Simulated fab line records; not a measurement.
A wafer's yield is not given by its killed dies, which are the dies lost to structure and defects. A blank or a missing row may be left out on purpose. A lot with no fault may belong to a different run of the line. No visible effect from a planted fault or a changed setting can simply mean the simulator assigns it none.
Which tool was responsible? ; flow gf180mcu ; Sampling: 12 lots, 36 wafers, 5 of 602 route steps

WHAT THE GAUGES READ, wafer by wafer
GF_V3_CD_MEAS_14: target cd 260 nm.
lot;measured;on;cd-nm (nm)
L380;day 22 19:31;cd-sem-02;259.6 259.1 259.4
L381;day 23 12:23;cd-sem-01;261.4 260.5 260.4
L382;day 23 22:18;cd-sem-02;260.9 262.3 261.7
L383;day 24 11:56;cd-sem-02;260.5 261.2 259.3
L384;day 24 14:38;cd-sem-01;258.7 259.2 259.2
L385;day 24 21:17;cd-sem-01;259.1 257.1 257.9
L388;day 25 23:26;cd-sem-01;260.6 260.2 258.7
L392;day 27 02:54;cd-sem-01;254.6 255.2 255.2
L394;day 27 20:05;cd-sem-02;254.4 253.3 252.2
L395;day 28 01:11;cd-sem-02;251.4 250.4 251.3
L400;day 29 09:59;cd-sem-02;260.7 260.7 260.0
L401;day 29 16:14;cd-sem-01;261.5 261.6 261.5

GF_V3_THK_MEAS_25: measures by xrf.
lot;measured;on;V3_W_THK (nm)
L380;day 22 20:41;film-metro-01;358 356 359
L381;day 23 13:32;film-metro-04;348 345 346
L382;day 23 23:26;film-metro-01;348 344 347
L383;day 24 13:04;film-metro-01;355 351 351
L384;day 24 15:49;film-metro-04;358 363 362
L385;day 24 22:26;film-metro-01;350 355 349
L388;day 26 00:40;film-metro-01;351 345 346
L392;day 27 04:10;film-metro-01;344 340 341
L394;day 27 21:14;film-metro-01;352 348 342
L395;day 28 02:19;film-metro-01;354 350 349
L400;day 29 11:34;film-metro-02;340 343 347
L401;day 29 17:43;film-metro-01;350 354 352

GF_M4_RS_MEAS_05: measurement is done with a four-point probe.
lot;measured;on;M4_ALCU_RS (ohm/sq)
L380;day 22 21:16;film-metro-01;0.0693 0.0692 0.0694
L381;day 23 14:07;film-metro-03;0.0692 0.0700 0.0696
L382;day 24 00:02;film-metro-03;0.0690 0.0684 0.0693
L383;day 24 13:40;film-metro-01;0.0694 0.0696 0.0697
L384;day 24 16:24;film-metro-03;0.0693 0.0697 0.0694
L385;day 24 23:07;film-metro-04;0.0695 0.0690 0.0696
L388;day 26 01:15;film-metro-01;0.0697 0.0691 0.0701
L392;day 27 04:48;film-metro-01;0.0700 0.0695 0.0701
L394;day 27 21:50;film-metro-01;0.0694 0.0699 0.0697
L395;day 28 02:55;film-metro-01;0.0697 0.0701 0.0699
L400;day 29 12:09;film-metro-01;0.0701 0.0705 0.0701
L401;day 29 18:19;film-metro-01;0.0703 0.0700 0.0701

WHICH TOOL RAN EACH LOT (tool, then ch and the chambers of the sampled wafers, then the start)
lot;GF_V3_PEB_12;GF_V3_ETCH_16
L380;litho-track-01 ch 0, day 22 19:10;rie-diel-04 ch 0,1,3, day 22 19:40
L381;litho-track-04 ch 0, day 23 12:02;rie-diel-02 ch 1,2,3, day 23 12:32
L382;litho-track-03 ch 0, day 23 21:58;rie-diel-03 ch 1,2, day 23 22:26
L383;litho-track-03 ch 0, day 24 11:38;rie-diel-04 ch 0,3, day 24 12:02
L384;litho-track-01 ch 0, day 24 14:17;rie-diel-02 ch 1,3, day 24 14:46
L385;litho-track-04 ch 0, day 24 20:56;rie-diel-04 ch 0,1,2, day 24 21:26
L388;litho-track-01 ch 0, day 25 23:05;rie-diel-03 ch 0,1,2, day 25 23:34
L392;litho-track-01 ch 0, day 27 02:35;rie-diel-04 ch 1,2, day 27 03:01
L394;litho-track-01 ch 0, day 27 19:44;rie-diel-04 ch 1,2, day 27 20:13
L395;litho-track-01 ch 0, day 28 00:50;rie-diel-02 ch 1,2, day 28 01:19
L400;litho-track-03 ch 0, day 29 09:38;rie-diel-02 ch 0,1,3, day 29 10:08
L401;litho-track-04 ch 0, day 29 15:56;rie-diel-04 ch 0,1,3, day 29 16:20
- GF_V3_PEB_12: peb time 90 s.
- GF_V3_ETCH_16: etches BARC in N2/H2.

AS READ BY THE TOOLS THEMSELVES (means over the sampled wafers that have a number; for cases with no such wafer, the mark the record gives instead)
GF_V3_PEB_12.
lot;tool;heater-power-total-W (W);plate-temp-C (C)
L380;litho-track-01;85.66;134.89
L381;litho-track-04;85.65;135.00
L382;litho-track-03;85.65;135.11
L383;litho-track-03;85.70;135.14
L384;litho-track-01;85.67;134.81
L385;litho-track-04;85.71;134.93
L388;litho-track-01;85.71;135.10
L392;litho-track-01;83.69;132.61
L394;litho-track-01;83.72;132.48
L395;litho-track-01;83.78;132.67
L400;litho-track-03;85.69;135.13
L401;litho-track-04;85.65;135.08

GF_V3_ETCH_16.
lot;tool;drypump-motor-current-A (A);n2-flow-sccm (sccm);oes-product-au (a.u.);throttle-valve-pct (%)
L380;rie-diel-04;5.5;100.13;0.859;13.217
L381;rie-diel-02;6.2;99.92;0.853;13.224
L382;rie-diel-03;5.9;100.20;0.854;13.227
L383;rie-diel-04;5.5;99.49;0.857;13.227
L384;rie-diel-02;5.8;100.12;0.855;13.224
L385;rie-diel-04;5.7;100.08;0.855;13.231
L388;rie-diel-03;5.7;100.17;0.853;13.221
L392;rie-diel-04;6.2;99.82;0.858;13.228
L394;rie-diel-04;6.1;100.07;0.852;13.227
L395;rie-diel-02;6.2;100.10;0.856;13.224
L400;rie-diel-02;5.9;99.92;0.855;13.220
L401;rie-diel-04;5.5;99.98;0.849;13.230

THE ANSWER, worked out from the rows above alone
Rule: the usual values come from the lots themselves. Put in order of their means at a reading, lots are off if they are a third of the lots or fewer, leave a main group of 4 or more, and stand apart from it by a gap of 3 or more times the standard deviation of the main group's means; of several such gaps the widest counts. Not used: any main group whose means are identical at the precision the tables above print for the reading. Also off: a lot with no number at a reading for which 4 or more lots have one. Where the step has rows for the other lots, those lots are counted as sound. Order of review: gauges by route order, followed by the tools' own readings, for which a lot's mean as printed above is used. The first step at which some lot is off is used, and at that step the reading that is off furthest; a lot without a number counts as furthest.
Off: L392, L394, L395 (GF_V3_PEB_12, heater-power-total-W). The main group: mean 85.68 W, standard deviation 0.024.
If a tool, at that step or one of the process steps before it, ran each lot that is off and ran no sound lot following the first of them, it fits. One fits: litho-track-01 at GF_V3_PEB_12. Its last sound lot is L388 (day 25 23:05), its first lot that is off L392 (day 27 02:35): a fault that began between those two fits.
The tool's own readings at GF_V3_PEB_12 bear it out: on the lots that are off they differ by more than 5 times the standard deviation of the sound lots' means. heater-power-total-W reads 83.73 W there against 85.68 W on the sound lots; plate-temp-C reads 132.59 C there against 135.02 C on the sound lots.

WHAT WAS PUT IN BY THE SIMULATOR
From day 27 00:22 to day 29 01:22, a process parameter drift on litho-track-01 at GF_V3_PEB_12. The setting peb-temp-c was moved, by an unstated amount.
Lots struck among those shown: L392, L394, L395. This agrees with what the rule above found.
